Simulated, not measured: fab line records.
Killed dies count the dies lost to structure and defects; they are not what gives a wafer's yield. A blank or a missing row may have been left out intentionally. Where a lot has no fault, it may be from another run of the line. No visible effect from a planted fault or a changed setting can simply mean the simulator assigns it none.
The same fault as seen by 2 desks	flow gf180mcu	every desk sees just its own numbers, and what lay behind them comes last

== FOR THE TOOL OWNER'S DESK: litho-track-03 ==
The tool's own readings at GF_V2_COAT_09 (resist thk 1000 nm): means of the sampled wafers that have a number, for each lot that ran on this tool. Any lot whose mean is over 4 standard deviations away from the usual mean is out of limits and marked OUT; that distance is given in the brackets.
Columns: A = dispense-pressure-kPa at GF_V2_COAT_09, usual 51.7 kPa
lot	first seen here	A
L264	day 21 15:00	50.8
L266	day 22 08:00	50.8
L268	day 22 21:00	50.8
This desk's finding: nothing out of limits on any of the 3 lots.

== METROLOGY DESK ==
Means of the sampled wafers that have a number, per lot and without regard to the tool the lot ran on: this is what the gauges read. Any lot whose mean is over 4 standard deviations away from the usual mean is out of limits and marked OUT; that distance is given in the brackets.
Columns: A = V2_CVD_00_THK at GF_V2_THK_MEAS_01, usual 600 nm; B = V2_CVD_02_THK at GF_V2_THK_MEAS_03, usual 852 nm; C = V2_BOW at GF_V2_BOW_MEAS_05, usual 99 um; D = cd-nm at GF_V2_CD_MEAS_14, usual 260.0 nm
lot	first seen here	A	B	C	D
L261	day 19 22:11	601	852	100	259.1
L264	day 21 03:46	609	852	98	260.5
L266	day 21 19:46	601	848	99	259.4
L268	day 22 09:25	594	857	98	259.0
L281	day 26 12:03	595	856	98	260.2
L282	day 27 06:35	593	848	95	260.6
This desk's finding: nothing out of limits on any of the 6 lots.

== BROUGHT TOGETHER ==
The tool owner's desk saw nothing out of limits.
At the metrology desk, nothing out of limits was observed.

== WHAT THE SIMULATOR HAD INSERTED ==
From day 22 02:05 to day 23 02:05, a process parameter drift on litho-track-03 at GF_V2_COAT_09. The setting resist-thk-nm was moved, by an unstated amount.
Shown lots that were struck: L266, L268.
